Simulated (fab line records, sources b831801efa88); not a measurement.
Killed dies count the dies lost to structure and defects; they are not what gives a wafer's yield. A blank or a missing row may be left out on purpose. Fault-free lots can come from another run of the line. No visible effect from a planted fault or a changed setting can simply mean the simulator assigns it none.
Comparing a struck lot with a sound one | flow sky130 | 37 steps out of a route of 708
Sound: the wafers L943.3, L943.4, L943.6. Struck: wafers L947.1, L947.3, L947.5. The cause comes at the end.
Each step with rows lists, per side, the tool, then ch with its chambers, then its first start. Under that, the readings that differ: sound wafers | struck wafers | difference of the means | sigmas: that difference in standard deviations of wafers without a fault.
alike: same words and numbers on both sides, and readings whose means sit less than 2 such deviations apart. not compared: any withheld reading, any reading some wafer has no value for, any bound like >300 that may hide the same value, and any number with overlapping values for which the record gives no deviation.
The two part at a step that has a row with sigmas, a row that says differs or no value, or rows on one side only. Non-overlapping numbers with no deviation appear without sigmas and do not part them. A reading that every wafer of one side lacks parts them only if that side has two wafers or more.

first, 10 steps without rows for these wafers: SKY_LDD_LDN_SOFTBAKE_03 (time 60 s); SKY_LDD_LDN_EXPOSE_04 (exposes mask LDNTM, target cd 700 nm); SKY_LDD_LDN_PEB_05; SKY_LDD_LDN_DEVELOP_06 (develop time 60 s); SKY_LDD_LDN_IMPLANT_08; SKY_LDD_LDN_IMPLANT_09; SKY_LDD_LDN_IMPLANT_10; SKY_LDD_LDN_IMPLANT_11; SKY_LDD_LDN_STRIP_12 (strips in O2/N2); SKY_LDD_LDN_CLEAN_14 (cleans in SC1/SC2, time 150 s).
SKY_SPACER_CVD_00: deposits Si3N4 from DCS/NH3, target thk 43.1 nm, time 740 s.
  sound on lpcvd-02 ch 0, day 26 01:07; struck on lpcvd-02 ch 0, day 27 19:29
reading                                 | sound             | struck            | difference | sigmas
spikeTcCentreC (C)                      | 769.5 771.5 769.7 | 762.2 760.6 761.9 | -8.7       | -8
spikeTcLowerC (C)                       | 768.3 770.5 769.7 | 759.5 759.8 762.6 | -8.9       | -9
spikeTcTopC (C)                         | 783.5 783.4 781.4 | 774.8 775.7 776.6 | -7.1       | -3
spikeTcUpperC (C)                       | 767.3 769.2 768.1 | 760.3 760.6 762.3 | -7.1       | -7
model.Si3N4_of_SPACER_CVD_00.thkNm (nm) | 42.87 42.68 42.45 | 37.22 37.48 37.56 | -5.25      | 
SKY_SPACER_THK_MEAS_01:
  sound on filmMetro-03, day 26 02:56; struck on filmMetro-02, day 27 20:42
reading                | sound          | struck         | difference | sigmas
SPACER_CVD_00_THK (nm) | 42.9 42.7 42.4 | 37.2 37.5 37.5 | -5.3       | -11
SKY_SPACER_ETCHBACK_02: etches Si3N4 in CH3F/O2, stops on SiO2, time 46.7 s, target depth 45 nm.
  sound on rieDiel-03 ch 0,2,3, day 26 02:59; struck on rieDiel-03 ch 0,2,3, day 27 20:46
reading                 | sound                | struck               | difference | sigmas
oesProductAu (a.u.)     | 0.858 0.851 0.853    | 0.790 0.802 0.785    | -0.062     | -8
throttleValvePct (%)    | 10.565 10.570 10.556 | 10.547 10.542 10.548 | -0.018     | -2
model.etch.depthNm (nm) | 42.87 42.68 42.45    | 37.22 37.48 37.56    | -5.25      | 
  alike: biasW, drypumpMotorCurrentA
  not compared: rfHoursCounterH
then, 22 steps without rows for these wafers: SKY_POLY_CUT_DEHYDRATE_00 (time 60 s); SKY_POLY_CUT_HMDS_01 (prime time 60 s); SKY_POLY_CUT_COAT_02 (resist thk 60 nm); SKY_POLY_CUT_COAT_03 (resist thk 450 nm); SKY_POLY_CUT_SOFTBAKE_04 (time 90 s); SKY_POLY_CUT_EXPOSE_05 (exposes mask NPCM, target cd 270 nm); SKY_POLY_CUT_PEB_06; SKY_POLY_CUT_DEVELOP_07 (develop time 60 s); SKY_POLY_CUT_ETCH_10 (etches BARC in N2/H2, stops on SiO2, time 45.9 s, target depth 60 nm); SKY_POLY_CUT_ETCH_11 (etches Si3N4 in CF4/CH2F2/Ar, stops on poly-Si, time 41.59 s, target depth 60 nm); SKY_POLY_CUT_STRIP_12 (strips in O2/N2); SKY_SD_P_DEHYDRATE_00 (time 60 s); SKY_SD_P_HMDS_01 (prime time 60 s); SKY_SD_P_COAT_02 (resist thk 1140 nm); SKY_SD_P_SOFTBAKE_03 (time 60 s); SKY_SD_P_EXPOSE_04 (exposes mask PSDM, target cd 380 nm); SKY_SD_P_PEB_05; SKY_SD_P_DEVELOP_06 (develop time 60 s); SKY_SD_P_IMPLANT_09; SKY_SD_P_STRIP_10 (strips in O2/N2); SKY_RES_XHIGH_DEHYDRATE_00 (time 60 s); SKY_RES_XHIGH_HMDS_01 (prime time 60 s).
-- the record jumps here: 5 days lie between the struck wafers' starts before and after (it left off in module RES_XHIGH and takes up again in module SALICIDE, whose first step shown is number 361 of the route) --
SKY_SALICIDE_CLEAN_00: cleans in HF-last, time 30 s.
  sound on wetBench-01 ch 1, day 30 22:22; struck on wetBench-01 ch 0, day 32 14:37
reading                                 | sound            | struck            | difference | sigmas
model.Si3N4_of_SPACER_CVD_00.thkNm (nm) | 41.9 41.71 41.48 | 36.25 36.51 36.58 | -5.25      | 
-- the record jumps here: 17 days lie between the struck wafers' starts before and after (it left off in module SALICIDE and takes up again in module PAD_OPEN, whose first step shown is number 708 of the route) --
SKY_PAD_OPEN_PROBE_99:
  sound on prober-02, day 48 05:32; struck on prober-02, day 49 08:19
reading                             | sound             | struck            | difference | sigmas
model.etest.pfet_01v8.rOnOhmUm      | 3019 3026 3058    | 2734 2646 2615    | -369       | 
model.etest.sonosUncharged.rOnOhmUm | 810.4 819.1 832.8 | 788.7 766.8 765.8 | -47.0      | 
model.etest.pfet_01v8.driveUaUm     | 182.7 183.9 179.3 | 204.6 217.3 215.3 | +30.4      | 
model.etest.sramPfetLatch.driveUaUm | 133.8 132.8 131.2 | 152.4 158.8 168.6 | +27.3      | 
model.etest.pfet_01v8_hvt.driveUaUm | 136.6 136.3 134.1 | 155.9 161.8 161.9 | +24.2      | 
model.etest.pfet_01v8_mvt.driveUaUm | 144.2 145.7 142.3 | 157.7 160.7 162.4 | +16.2      | 
model.etest.pfet_01v8_lvt.driveUaUm | 169.4 169.9 168.1 | 182 184.1 185.6   | +15        | 
model.etest.resPdiff.rsOhmSq        | 200.1 198.6 198.9 | 193.4 193.9 194.7 | -5.2       | 
  alike: killed_at_M0_to_M3, killed_at_M4_up, killedAtContacts, killedAtFrontEnd, killedAtOther, killedDies, killedOpen, killedShort

== WHERE THEY PART ==
Earliest at SKY_SPACER_CVD_00; latest, in this record, at SKY_SPACER_ETCHBACK_02. Later steps at which nothing parts them and some readings are alike: SKY_PAD_OPEN_PROBE_99.

WHY: what the simulator had put in
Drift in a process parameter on lpcvd-02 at SKY_SPACER_CVD_00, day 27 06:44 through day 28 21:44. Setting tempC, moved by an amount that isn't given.
